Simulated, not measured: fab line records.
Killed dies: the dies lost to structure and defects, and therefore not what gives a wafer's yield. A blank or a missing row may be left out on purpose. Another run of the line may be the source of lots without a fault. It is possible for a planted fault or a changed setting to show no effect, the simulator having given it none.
Matching of chambers -- flow gf180mcu -- 4 sister chambers for GF_SAB_ETCH_11 on rieDiel-04
The step etches SiO2 in C4F8/O2/Ar, target depth 55 nm, time 8.5 s. 16 wafers are shown with their chamber, then 8 later ones without.

== EACH WAFER AND ITS CHAMBER ==
wafer,chamber,oesProductAu (a.u.)
L488.3,2,0.988
L488.5,2,0.980
L488.6,1,1.000
L489.2,0,0.987
L489.3,1,1.006
L489.4,3,1.013
L490.2,0,0.979
L490.4,3,1.011
L490.5,1,0.991
L496.2,2,0.983
L496.3,0,0.994
L496.5,0,0.990
L504.2,0,0.993
L504.3,3,1.018
L504.4,2,0.989
L505.2,1,0.988

SIGNATURES, as means of the wafers listed above
reading,chamber 0,chamber 1,chamber 2,chamber 3,scatter within a chamber
oesProductAu,0.98860,0.99625,0.98500,1.01400,0.00599
Rule: for each reading, subtract the chamber's mean from the wafer's reading, divide by that reading's scatter and square the result; add these up over the readings and take the root, which gives the wafer's distance from the chamber. If the next closest chamber is less than 2 further off than the closest, the wafer can't be placed; otherwise it belongs to the closest. The scatter: take each reading less its chamber's mean, square it, sum over the shown wafers, divide by the number of wafers less the number of chambers, and take the root.

== WAFERS WHOSE CHAMBER IS MISSING ==
wafer,oesProductAu (a.u.)
L505.4,1.026
L505.6,0.997
L506.2,1.005
L506.3,0.988
L506.5,1.013
L507.1,0.984
L507.3,0.979
L507.6,0.984

== THE CHAMBER EACH PASSED THROUGH ==
wafer,from the rows above,in truth
L505.4,3,3
L505.6,can't be placed: 1 or 0 or 2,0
L506.2,can't be placed: 1 or 3 or 0 or 2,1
L506.3,can't be placed: 0 or 2 or 1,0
L506.5,3,3
L507.1,can't be placed: 2 or 0 or 1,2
L507.3,can't be placed: 2 or 0 or 1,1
L507.6,can't be placed: 2 or 0 or 1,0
Correct placement for 2 of the 8. Cannot be placed on the basis of these rows: 6; the candidates contain the true chamber in 6. Wrongly placed: 0.
